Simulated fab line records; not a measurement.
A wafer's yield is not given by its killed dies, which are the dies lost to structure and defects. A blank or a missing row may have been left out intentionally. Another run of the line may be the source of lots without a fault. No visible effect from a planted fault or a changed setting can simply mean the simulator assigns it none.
fab line records / flow sfq_line
record lots=5 wafers=15 last_day=80
route steps=325 shown M7@295 I7@296
lots that met no fault: taken from a fault-free run of the same line
start_h: hours from the record's first day to the start of the lot's first wafer shown / wait_h: hours elapsed since this lot's preceding step / " repeats the value in the row above / L1.1+2: a row that stands for several wafers / - either no value or no given start / * or withheld: withheld / < > ~ a bound
route shown NAME@n: names a module that has steps shown in the file, with the first one's number in the route / usual: the fault-free wafers' mean and standard deviation / same: alike in all rows / chamber/n: place in a boat / sites: the reading at each site / _std_site: the standard deviation of these / _edge_site: mean of outer sites minus mean of inner sites / radius_mm: for every site, how far away it sits from the centre of the wafer / mask NAME#n: copy n / behind: the tool/chamber that last shaped the wafer / hold: the reason the lot was held/the length of the hold in hours/how it ended / device: which transistor (n, p or np) failed to switch / end of line: the route-end tests of the same wafers / where a step has no rows: the recipe by itself / killed: dies lost to structure and defects at the first sort, not the wafer's yield / map: the dies of a wafer, with x for killed, . for not killed, _ for no die there
set.NAME: the run value of the setting; set.NAME@STEP: its run value at that earlier step / model.NAME: the simulator's own value behind a step, which no gauge read
a table for each step, a row for each wafer; lots at some steps of the route
services: when a tool's chamber went out of use (start_h, in hours from the record's first day, below 0 if earlier), for how many hours, and the reason
## steps
# step SFQ_TRILAYER_M7_STRIP_SOLV_CLEAN_182
# recipe chemistry=NMP temp_c=70 time_s=600
# step SFQ_TRILAYER_I7_DEP_PECVD_183
# recipe material=SiO2 temp_c=150 time_s=111.11 pressure_torr=2.4 rf_w=183.3 precursor=SiH4/N2O target_thk_nm=500
# usual heater_power_w=83/18 showerhead_vpp_V=832/35 throttle_valve_pct=24.7/1.3
lot.wafer=L872.1 tool=pecvd-02 chamber=1 start_h=1597.85 wait_h=0.0 heater_power_w=82 showerhead_vpp_V=817 throttle_valve_pct=26.4
lot.wafer=L872.2 tool=pecvd-02 chamber=2 start_h=1597.85 wait_h=0.0 heater_power_w=80 showerhead_vpp_V=847 throttle_valve_pct=26.3
lot.wafer=L872.3 tool=pecvd-02 chamber=0 start_h=1597.85 wait_h=0.0 heater_power_w=79 showerhead_vpp_V=881 throttle_valve_pct=25.1
lot.wafer=L876.1 tool=pecvd-03 chamber=1 start_h=1603.47 wait_h=0.0 heater_power_w=82 showerhead_vpp_V=772 throttle_valve_pct=22.8
lot.wafer=L876.4 tool=pecvd-03 chamber=1 start_h=1603.47 wait_h=0.0 heater_power_w=86 showerhead_vpp_V=769 throttle_valve_pct=23.0
lot.wafer=L876.5 tool=pecvd-03 chamber=0 start_h=1603.47 wait_h=0.0 heater_power_w=51 showerhead_vpp_V=831 throttle_valve_pct=23.3
lot.wafer=L886.1 tool=pecvd-02 chamber=0 start_h=1779.18 wait_h=0.0 heater_power_w=87 showerhead_vpp_V=861 throttle_valve_pct=25.1
lot.wafer=L886.5 tool=pecvd-02 chamber=1 start_h=1779.18 wait_h=0.0 heater_power_w=83 showerhead_vpp_V=805 throttle_valve_pct=26.3
lot.wafer=L886.6 tool=pecvd-02 chamber=0 start_h=1779.18 wait_h=0.0 heater_power_w=88 showerhead_vpp_V=874 throttle_valve_pct=25.1
lot.wafer=L888.3 tool=pecvd-02 chamber=2 start_h=1798.23 wait_h=0.0 heater_power_w=85 showerhead_vpp_V=841 throttle_valve_pct=26.5
lot.wafer=L888.5 tool=pecvd-02 chamber=1 start_h=1798.23 wait_h=0.0 heater_power_w=88 showerhead_vpp_V=818 throttle_valve_pct=26.5
lot.wafer=L888.6 tool=pecvd-02 chamber=0 start_h=1798.23 wait_h=0.0 heater_power_w=82 showerhead_vpp_V=871 throttle_valve_pct=25.3
lot.wafer=L890.2 tool=pecvd-04 chamber=1 start_h=1907.21 wait_h=0.0 heater_power_w=120 showerhead_vpp_V=832 throttle_valve_pct=25.7
lot.wafer=L890.4 tool=pecvd-04 chamber=2 start_h=1907.21 wait_h=0.0 heater_power_w=89 showerhead_vpp_V=810 throttle_valve_pct=25.1
lot.wafer=L890.6 tool=pecvd-04 chamber=1 start_h=1907.21 wait_h=0.0 heater_power_w=122 showerhead_vpp_V=837 throttle_valve_pct=25.4
# step SFQ_TRILAYER_I7_CMP_CMP_184
# recipe material=SiO2 down_force_psi=3 platen_rpm=60 pad_velocity_m_s=0.94248
# usual motor_current_A=9.9/0.86 time_to_endpoint_s=209/9.1
lot.wafer=L872.3 tool=cmp-01 chamber=1 start_h=1614.12 wait_h=16.2 motor_current_A=12.2 time_to_endpoint_s=204
lot.wafer=L872.2 tool=cmp-01 chamber=2 start_h=1614.12 wait_h=16.2 motor_current_A=9.0 time_to_endpoint_s=205
lot.wafer=L872.1 tool=cmp-01 chamber=3 start_h=1614.12 wait_h=16.2 motor_current_A=9.4 time_to_endpoint_s=213
lot.wafer=L876.1 tool=cmp-01 chamber=2 start_h=1624.12 wait_h=20.6 motor_current_A=9.3 time_to_endpoint_s=204
lot.wafer=L876.4 tool=cmp-01 chamber=3 start_h=1624.12 wait_h=20.6 motor_current_A=9.9 time_to_endpoint_s=211
lot.wafer=L876.5 tool=cmp-01 chamber=1 start_h=1625.62 wait_h=22.0 motor_current_A=11.8 time_to_endpoint_s=209
lot.wafer=L886.1 tool=cmp-02 chamber=1 start_h=1783.27 wait_h=4.1 motor_current_A=8.6 time_to_endpoint_s=214
lot.wafer=L886.6 tool=cmp-02 chamber=1 start_h=1785.27 wait_h=6.0 motor_current_A=9.0 time_to_endpoint_s=224
lot.wafer=L886.5 tool=cmp-02 chamber=2 start_h=1785.27 wait_h=6.0 motor_current_A=9.8 time_to_endpoint_s=215
lot.wafer=L888.3 tool=cmp-01 chamber=0 start_h=1798.31 wait_h=0.0 motor_current_A=10.6 time_to_endpoint_s=194
lot.wafer=L888.6 tool=cmp-01 chamber=0 start_h=1800.31 wait_h=2.0 motor_current_A=10.1 time_to_endpoint_s=197
lot.wafer=L888.5 tool=cmp-01 chamber=1 start_h=1800.31 wait_h=2.0 motor_current_A=11.9 time_to_endpoint_s=197
lot.wafer=L890.4 tool=cmp-02 chamber=0 start_h=1907.29 wait_h=0.0 motor_current_A=9.4 time_to_endpoint_s=203
lot.wafer=L890.2 tool=cmp-02 chamber=3 start_h=1908.79 wait_h=1.5 motor_current_A=10.0 time_to_endpoint_s=210
lot.wafer=L890.6 tool=cmp-02 chamber=1 start_h=1909.79 wait_h=2.5 motor_current_A=9.0 time_to_endpoint_s=219
# step SFQ_I7_BOW_MEAS_946
# recipe mode=bow
# usual I7_BOW=8/11
lot.wafer=L872.1 tool=film_metro-03 chamber=- start_h=1617.12 wait_h=1.5 I7_BOW[um]=10
lot.wafer=L872.2 tool=film_metro-03 chamber=- start_h=1617.12 wait_h=1.5 I7_BOW[um]=21
lot.wafer=L872.3 tool=film_metro-03 chamber=- start_h=1617.12 wait_h=1.5 I7_BOW[um]=9
lot.wafer=L876.1 tool=film_metro-01 chamber=- start_h=1626.12 wait_h=1.5 I7_BOW[um]=17
lot.wafer=L876.4 tool=film_metro-01 chamber=- start_h=1626.12 wait_h=1.5 I7_BOW[um]=9
lot.wafer=L876.5 tool=film_metro-01 chamber=- start_h=1626.12 wait_h=1.5 I7_BOW[um]=22
lot.wafer=L886.1 tool=film_metro-01 chamber=- start_h=1786.27 wait_h=2.5 I7_BOW[um]=-9
lot.wafer=L886.5 tool=film_metro-01 chamber=- start_h=1786.27 wait_h=2.5 I7_BOW[um]=4
lot.wafer=L886.6 tool=film_metro-01 chamber=- start_h=1786.27 wait_h=2.5 I7_BOW[um]=0
lot.wafer=L888.3 tool=film_metro-03 chamber=- start_h=1801.35 wait_h=2.5 I7_BOW[um]=21
lot.wafer=L888.5 tool=film_metro-03 chamber=- start_h=1801.35 wait_h=2.5 I7_BOW[um]=17
lot.wafer=L888.6 tool=film_metro-03 chamber=- start_h=1801.35 wait_h=2.5 I7_BOW[um]=19
lot.wafer=L890.2 tool=film_metro-03 chamber=- start_h=1910.31 wait_h=1.0 I7_BOW[um]=16
lot.wafer=L890.4 tool=film_metro-03 chamber=- start_h=1910.31 wait_h=1.0 I7_BOW[um]=13
lot.wafer=L890.6 tool=film_metro-03 chamber=- start_h=1910.31 wait_h=1.0 I7_BOW[um]=14
# step SFQ_TRILAYER_I7_METRO_MEASURE_185
# usual thk_nm=199.4/1.4
lot.wafer=L872.1 tool=film_metro-03 chamber=- start_h=1617.24 wait_h=0.1 thk_nm=198.2
lot.wafer=L872.2 tool=film_metro-03 chamber=- start_h=1617.24 wait_h=0.1 thk_nm=198.2
lot.wafer=L872.3 tool=film_metro-03 chamber=- start_h=1617.24 wait_h=0.1 thk_nm=198.2
lot.wafer=L876.1 tool=film_metro-01 chamber=- start_h=1626.24 wait_h=0.1 thk_nm=198.1
lot.wafer=L876.4 tool=film_metro-01 chamber=- start_h=1626.24 wait_h=0.1 thk_nm=200.1
lot.wafer=L876.5 tool=film_metro-01 chamber=- start_h=1626.24 wait_h=0.1 thk_nm=198.8
lot.wafer=L886.1 tool=film_metro-01 chamber=- start_h=1786.39 wait_h=0.1 thk_nm=201.2
lot.wafer=L886.5 tool=film_metro-01 chamber=- start_h=1786.39 wait_h=0.1 thk_nm=197.3
lot.wafer=L886.6 tool=film_metro-01 chamber=- start_h=1786.39 wait_h=0.1 thk_nm=201.1
lot.wafer=L888.3 tool=film_metro-03 chamber=- start_h=1801.83 wait_h=0.5 thk_nm=198.0
lot.wafer=L888.5 tool=film_metro-03 chamber=- start_h=1801.83 wait_h=0.5 thk_nm=197.2
lot.wafer=L888.6 tool=film_metro-03 chamber=- start_h=1801.83 wait_h=0.5 thk_nm=196.3
lot.wafer=L890.2 tool=film_metro-03 chamber=- start_h=1910.61 wait_h=0.3 thk_nm=200.7
lot.wafer=L890.4 tool=film_metro-03 chamber=- start_h=1910.61 wait_h=0.3 thk_nm=200.1
lot.wafer=L890.6 tool=film_metro-03 chamber=- start_h=1910.61 wait_h=0.3 thk_nm=200.7
# step SFQ_TRILAYER_I7_VIA_LITHO_COAT_192
# recipe resist=BARC spin_rpm=3000 resist_thk_nm=62
# step SFQ_TRILAYER_I7_VIA_LITHO_COAT_187
# recipe resist=KrF spin_rpm=3000 resist_thk_nm=650
# step SFQ_TRILAYER_I7_VIA_LITHO_SOFTBAKE_191
# recipe temp_c=withheld time_s=withheld resist=KrF
# step SFQ_TRILAYER_I7_VIA_LITHO_EXPOSE_188
# recipe mask_id=I7 na=0.6 source_shape=conventional sigma_outer=0.65 target_cd_nm=1000 dose_mj=21.3
# step SFQ_TRILAYER_I7_VIA_LITHO_PEB_190
# recipe peb_temp_c=115 peb_time_s=60 resist=KrF
# step SFQ_TRILAYER_I7_VIA_LITHO_DEVELOP_189
# recipe time_s=60 resist=KrF
# step SFQ_I7_OVL_MEAS_947
# usual I7_OVL=1/5.1
lot.wafer=L872.1 tool=overlay-01 chamber=- start_h=1705.91 wait_h=0.1 I7_OVL[nm]=1
lot.wafer=L872.2 tool=overlay-01 chamber=- start_h=1705.91 wait_h=0.1 I7_OVL[nm]=9
lot.wafer=L872.3 tool=overlay-01 chamber=- start_h=1705.91 wait_h=0.1 I7_OVL[nm]=-2
lot.wafer=L876.1 tool=overlay-02 chamber=- start_h=1723.91 wait_h=0.1 I7_OVL[nm]=11
lot.wafer=L876.4 tool=overlay-02 chamber=- start_h=1723.91 wait_h=0.1 I7_OVL[nm]=6
lot.wafer=L876.5 tool=overlay-02 chamber=- start_h=1723.91 wait_h=0.1 I7_OVL[nm]=8
lot.wafer=L886.1 tool=overlay-02 chamber=- start_h=1794.83 wait_h=0.1 I7_OVL[nm]=-7
lot.wafer=L886.5 tool=overlay-02 chamber=- start_h=1794.83 wait_h=0.1 I7_OVL[nm]=-2
lot.wafer=L886.6 tool=overlay-02 chamber=- start_h=1794.83 wait_h=0.1 I7_OVL[nm]=2
lot.wafer=L888.3 tool=overlay-02 chamber=- start_h=1832.39 wait_h=0.1 I7_OVL[nm]=0
lot.wafer=L888.5 tool=overlay-02 chamber=- start_h=1832.39 wait_h=0.1 I7_OVL[nm]=7
lot.wafer=L888.6 tool=overlay-02 chamber=- start_h=1832.39 wait_h=0.1 I7_OVL[nm]=-1
lot.wafer=L890.2 tool=overlay-02 chamber=- start_h=1914.36 wait_h=0.1 I7_OVL[nm]=-1
lot.wafer=L890.4 tool=overlay-02 chamber=- start_h=1914.36 wait_h=0.1 I7_OVL[nm]=2
lot.wafer=L890.6 tool=overlay-02 chamber=- start_h=1914.36 wait_h=0.1 I7_OVL[nm]=-5
# step SFQ_TRILAYER_I7_VIA_BARC_OPEN_VIA_ETCH_260
# recipe mask_material=PR chemistry=O2 target_depth_nm=125 target=BARC source_w=500 bias_w=80 pressure_mtorr=30 time_s=41.7
# usual drypump_motor_current_A=5.6/0.43 oes_product_au=0.685/0.0043
lot.wafer=L872.1 tool=rie_diel-01 chamber=2 start_h=1705.94 wait_h=0.0 drypump_motor_current_A=5.3 oes_product_au=0.681 rf_hours_counter_h=15 model.KrF_of_TRILAYER_I7_VIA_LITHO_COAT_187.thk_nm=572
lot.wafer=L872.2 tool=rie_diel-01 chamber=0 start_h=1705.94 wait_h=0.0 drypump_motor_current_A=5.4 oes_product_au=0.683 rf_hours_counter_h=19 model.KrF_of_TRILAYER_I7_VIA_LITHO_COAT_187.thk_nm=570
lot.wafer=L872.3 tool=rie_diel-01 chamber=1 start_h=1705.94 wait_h=0.0 drypump_motor_current_A=5.4 oes_product_au=0.684 rf_hours_counter_h=17 model.KrF_of_TRILAYER_I7_VIA_LITHO_COAT_187.thk_nm=570.4
lot.wafer=L876.1 tool=rie_diel-01 chamber=1 start_h=1723.94 wait_h=0.0 drypump_motor_current_A=5.4 oes_product_au=0.680 rf_hours_counter_h=17 model.KrF_of_TRILAYER_I7_VIA_LITHO_COAT_187.thk_nm=570.6
lot.wafer=L876.4 tool=rie_diel-01 chamber=1 start_h=1723.94 wait_h=0.0 drypump_motor_current_A=5.4 oes_product_au=0.691 rf_hours_counter_h=- model.KrF_of_TRILAYER_I7_VIA_LITHO_COAT_187.thk_nm=568.3
lot.wafer=L876.5 tool=rie_diel-01 chamber=1 start_h=1723.94 wait_h=0.0 drypump_motor_current_A=5.4 oes_product_au=0.688 rf_hours_counter_h=- model.KrF_of_TRILAYER_I7_VIA_LITHO_COAT_187.thk_nm=568.5
lot.wafer=L886.1 tool=rie_diel-01 chamber=2 start_h=1794.87 wait_h=0.0 drypump_motor_current_A=5.3 oes_product_au=0.687 rf_hours_counter_h=17 model.KrF_of_TRILAYER_I7_VIA_LITHO_COAT_187.thk_nm=572.7
lot.wafer=L886.5 tool=rie_diel-01 chamber=1 start_h=1794.87 wait_h=0.0 drypump_motor_current_A=5.4 oes_product_au=0.684 rf_hours_counter_h=- model.KrF_of_TRILAYER_I7_VIA_LITHO_COAT_187.thk_nm=540.2
lot.wafer=L886.6 tool=rie_diel-01 chamber=2 start_h=1794.87 wait_h=0.0 drypump_motor_current_A=5.3 oes_product_au=0.687 rf_hours_counter_h=- model.KrF_of_TRILAYER_I7_VIA_LITHO_COAT_187.thk_nm=572.6
lot.wafer=L888.3 tool=rie_diel-03 chamber=3 start_h=1832.41 wait_h=0.0 drypump_motor_current_A=6.2 oes_product_au=0.683 rf_hours_counter_h=19 model.KrF_of_TRILAYER_I7_VIA_LITHO_COAT_187.thk_nm=571.2
lot.wafer=L888.5 tool=rie_diel-03 chamber=2 start_h=1832.41 wait_h=0.0 drypump_motor_current_A=6.1 oes_product_au=0.685 rf_hours_counter_h=- model.KrF_of_TRILAYER_I7_VIA_LITHO_COAT_187.thk_nm=571
lot.wafer=L888.6 tool=rie_diel-03 chamber=3 start_h=1832.41 wait_h=0.0 drypump_motor_current_A=6.2 oes_product_au=0.686 rf_hours_counter_h=- model.KrF_of_TRILAYER_I7_VIA_LITHO_COAT_187.thk_nm=569.6
lot.wafer=L890.2 tool=rie_diel-02 chamber=2 start_h=1914.39 wait_h=0.0 drypump_motor_current_A=5.3 oes_product_au=0.686 rf_hours_counter_h=5 model.KrF_of_TRILAYER_I7_VIA_LITHO_COAT_187.thk_nm=578.1
lot.wafer=L890.4 tool=rie_diel-02 chamber=0 start_h=1914.39 wait_h=0.0 drypump_motor_current_A=4.8 oes_product_au=0.682 rf_hours_counter_h=2 model.KrF_of_TRILAYER_I7_VIA_LITHO_COAT_187.thk_nm=578.9
lot.wafer=L890.6 tool=rie_diel-02 chamber=1 start_h=1914.39 wait_h=0.0 drypump_motor_current_A=5.7 oes_product_au=0.687 rf_hours_counter_h=- model.KrF_of_TRILAYER_I7_VIA_LITHO_COAT_187.thk_nm=575.6
# step SFQ_TRILAYER_I7_VIA_ETCH_VIA_ETCH_190
# recipe target=SiO2 stop_on=Nb mask_material=PR taper_deg=20 chemistry=CHF3 target_depth_nm=260 source_w=500 bias_w=80 pressure_mtorr=30 time_s=withheld
# usual drypump_motor_current_A=5.6/0.43 oes_product_au=0.853/0.0062
lot.wafer=L872.1 tool=rie_diel-01 chamber=2 start_h=1705.98 wait_h=0.0 drypump_motor_current_A=5.3 oes_product_au=0.849 model.KrF_of_TRILAYER_I7_VIA_LITHO_COAT_187.thk_nm=527.5
lot.wafer=L872.2 tool=rie_diel-01 chamber=0 start_h=1705.98 wait_h=0.0 drypump_motor_current_A=5.4 oes_product_au=0.843 model.KrF_of_TRILAYER_I7_VIA_LITHO_COAT_187.thk_nm=525.1
lot.wafer=L872.3 tool=rie_diel-01 chamber=1 start_h=1705.98 wait_h=0.0 drypump_motor_current_A=5.4 oes_product_au=0.848 model.KrF_of_TRILAYER_I7_VIA_LITHO_COAT_187.thk_nm=525.8
lot.wafer=L876.1 tool=rie_diel-01 chamber=1 start_h=1724.00 wait_h=0.0 drypump_motor_current_A=5.4 oes_product_au=0.852 model.KrF_of_TRILAYER_I7_VIA_LITHO_COAT_187.thk_nm=525.8
lot.wafer=L876.4 tool=rie_diel-01 chamber=1 start_h=1724.00 wait_h=0.0 drypump_motor_current_A=5.4 oes_product_au=0.855 model.KrF_of_TRILAYER_I7_VIA_LITHO_COAT_187.thk_nm=523.5
lot.wafer=L876.5 tool=rie_diel-01 chamber=1 start_h=1724.00 wait_h=0.0 drypump_motor_current_A=5.4 oes_product_au=0.847 model.KrF_of_TRILAYER_I7_VIA_LITHO_COAT_187.thk_nm=523.5
lot.wafer=L886.1 tool=rie_diel-01 chamber=2 start_h=1794.91 wait_h=0.0 drypump_motor_current_A=5.3 oes_product_au=0.855 model.KrF_of_TRILAYER_I7_VIA_LITHO_COAT_187.thk_nm=528.4
lot.wafer=L886.5 tool=rie_diel-01 chamber=1 start_h=1794.91 wait_h=0.0 drypump_motor_current_A=5.4 oes_product_au=0.846 model.KrF_of_TRILAYER_I7_VIA_LITHO_COAT_187.thk_nm=495.6
lot.wafer=L886.6 tool=rie_diel-01 chamber=2 start_h=1794.91 wait_h=0.0 drypump_motor_current_A=5.3 oes_product_au=0.859 model.KrF_of_TRILAYER_I7_VIA_LITHO_COAT_187.thk_nm=528.3
lot.wafer=L888.3 tool=rie_diel-03 chamber=3 start_h=1832.45 wait_h=0.0 drypump_motor_current_A=6.1 oes_product_au=0.851 model.KrF_of_TRILAYER_I7_VIA_LITHO_COAT_187.thk_nm=526.6
lot.wafer=L888.5 tool=rie_diel-03 chamber=2 start_h=1832.45 wait_h=0.0 drypump_motor_current_A=6.1 oes_product_au=0.845 model.KrF_of_TRILAYER_I7_VIA_LITHO_COAT_187.thk_nm=526
lot.wafer=L888.6 tool=rie_diel-03 chamber=3 start_h=1832.45 wait_h=0.0 drypump_motor_current_A=6.2 oes_product_au=0.845 model.KrF_of_TRILAYER_I7_VIA_LITHO_COAT_187.thk_nm=525.3
lot.wafer=L890.2 tool=rie_diel-02 chamber=2 start_h=1914.43 wait_h=0.0 drypump_motor_current_A=5.3 oes_product_au=0.854 model.KrF_of_TRILAYER_I7_VIA_LITHO_COAT_187.thk_nm=533.6
lot.wafer=L890.4 tool=rie_diel-02 chamber=0 start_h=1914.43 wait_h=0.0 drypump_motor_current_A=4.8 oes_product_au=0.851 model.KrF_of_TRILAYER_I7_VIA_LITHO_COAT_187.thk_nm=534.7
lot.wafer=L890.6 tool=rie_diel-02 chamber=1 start_h=1914.43 wait_h=0.0 drypump_motor_current_A=5.7 oes_product_au=0.866 model.KrF_of_TRILAYER_I7_VIA_LITHO_COAT_187.thk_nm=530.7
# step SFQ_TRILAYER_I7_VIA_STRIP_STRIP_191
# recipe gas=O2 power_w=200 platen_temp_c=40 overash_fraction=0.65 chemistry=O2 pressure_mtorr=50
# usual drypump_motor_current_A=5.9/0.53 oes_product_au=0.998/0.0084
lot.wafer=L872.1 tool=rie_metal-02 chamber=0 start_h=1706.10 wait_h=- drypump_motor_current_A=4.8 oes_product_au=1.004 rf_hours_counter_h=69
lot.wafer=L872.2 tool=rie_metal-02 chamber=1 start_h=1706.10 wait_h=- drypump_motor_current_A=6.0 oes_product_au=1.004 rf_hours_counter_h=24
lot.wafer=L872.3 tool=rie_metal-02 chamber=0 start_h=1706.10 wait_h=- drypump_motor_current_A=4.8 oes_product_au=1.004 rf_hours_counter_h=-
lot.wafer=L876.1 tool=rie_metal-01 chamber=0 start_h=1724.17 wait_h=- drypump_motor_current_A=5.9 oes_product_au=0.990 rf_hours_counter_h=27
lot.wafer=L876.4 tool=rie_metal-01 chamber=0 start_h=1724.17 wait_h=- drypump_motor_current_A=5.9 oes_product_au=0.995 rf_hours_counter_h=-
lot.wafer=L876.5 tool=rie_metal-01 chamber=0 start_h=1724.17 wait_h=- drypump_motor_current_A=5.9 oes_product_au=0.986 rf_hours_counter_h=-
lot.wafer=L886.1 tool=rie_metal-01 chamber=1 start_h=1795.02 wait_h=- drypump_motor_current_A=6.0 oes_product_au=0.999 rf_hours_counter_h=66
lot.wafer=L886.5 tool=rie_metal-01 chamber=0 start_h=1795.02 wait_h=- drypump_motor_current_A=5.8 oes_product_au=0.996 rf_hours_counter_h=-
lot.wafer=L886.6 tool=rie_metal-01 chamber=1 start_h=1795.02 wait_h=- drypump_motor_current_A=6.1 oes_product_au=0.986 rf_hours_counter_h=-
lot.wafer=L888.3 tool=rie_metal-02 chamber=1 start_h=1832.76 wait_h=- drypump_motor_current_A=6.0 oes_product_au=0.998 rf_hours_counter_h=-
lot.wafer=L888.5 tool=rie_metal-02 chamber=1 start_h=1832.76 wait_h=- drypump_motor_current_A=6.0 oes_product_au=0.994 rf_hours_counter_h=-
lot.wafer=L888.6 tool=rie_metal-02 chamber=0 start_h=1832.76 wait_h=- drypump_motor_current_A=4.8 oes_product_au=1.009 rf_hours_counter_h=-
lot.wafer=L890.2 tool=rie_metal-02 chamber=0 start_h=1914.54 wait_h=- drypump_motor_current_A=4.8 oes_product_au=1.013 rf_hours_counter_h=92
lot.wafer=L890.4 tool=rie_metal-02 chamber=1 start_h=1914.54 wait_h=- drypump_motor_current_A=6.0 oes_product_au=0.998 rf_hours_counter_h=-
lot.wafer=L890.6 tool=rie_metal-02 chamber=1 start_h=1914.54 wait_h=- drypump_motor_current_A=6.0 oes_product_au=0.980 rf_hours_counter_h=-
## services
tool=cmp-01 chamber=- start_h=1598.12 hours=4.0 kind=pm
tool=rie_diel-01 chamber=1 start_h=1606.93 hours=7.8 kind=repair
tool=pecvd-02 chamber=- start_h=1614.72 hours=14.6 kind=pm
tool=film_metro-03 chamber=- start_h=1636.91 hours=0.8 kind=pm
tool=rie_diel-01 chamber=3 start_h=1653.95 hours=7.9 kind=repair
tool=pecvd-02 chamber=- start_h=1691.25 hours=2.8 kind=pm
tool=cmp-01 chamber=- start_h=1695.71 hours=0.7 kind=repair
tool=film_metro-03 chamber=- start_h=1700.30 hours=2.2 kind=pm
tool=pecvd-02 chamber=- start_h=1710.08 hours=5.6 kind=repair
tool=cmp-01 chamber=- start_h=1719.16 hours=1.9 kind=repair
tool=rie_diel-01 chamber=2 start_h=1720.35 hours=8.9 kind=repair
tool=rie_metal-02 chamber=1 start_h=1725.32 hours=24.4 kind=repair
tool=film_metro-03 chamber=- start_h=1736.08 hours=1.8 kind=pm
tool=film_metro-03 chamber=- start_h=1748.73 hours=1.0 kind=pm
tool=pecvd-02 chamber=0 start_h=1755.67 hours=15.6 kind=repair
tool=pecvd-02 chamber=- start_h=1759.14 hours=0.5 kind=repair
tool=pecvd-02 chamber=2 start_h=1761.30 hours=10.5 kind=repair
tool=cmp-01 chamber=- start_h=1773.54 hours=9.3 kind=repair
tool=rie_diel-01 chamber=- start_h=1798.44 hours=0.3 kind=repair
tool=rie_metal-02 chamber=0 start_h=1804.22 hours=6.1 kind=repair
tool=cmp-01 chamber=- start_h=1849.46 hours=0.5 kind=repair
tool=rie_metal-02 chamber=- start_h=1869.04 hours=7.5 kind=repair
tool=rie_diel-01 chamber=3 start_h=1884.65 hours=4.0 kind=repair
tool=rie_diel-01 chamber=- start_h=1905.19 hours=2.8 kind=pm
## key
first_sign none at tools or gauges
model_effect step=SFQ_TRILAYER_I7_VIA_BARC_OPEN_VIA_ETCH_260 value=KrF_of_TRILAYER_I7_VIA_LITHO_COAT_187.thk_nm without=572.1 struck=540.2
model_effect step=SFQ_TRILAYER_I7_VIA_ETCH_VIA_ETCH_190 value=KrF_of_TRILAYER_I7_VIA_LITHO_COAT_187.thk_nm without=527.4 struck=495.6
met_at SFQ_TRILAYER_I7_VIA_BARC_OPEN_VIA_ETCH_260
struck_wafers L886.5
onset_between 1723.94 1794.87
fault kind=process_parameter_drift tool=rie_diel-01 chamber=1 onset_h=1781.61 steps=SFQ_TRILAYER_I7_VIA_BARC_OPEN_VIA_ETCH_260 channel=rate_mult offset=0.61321 shape=step end_h=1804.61
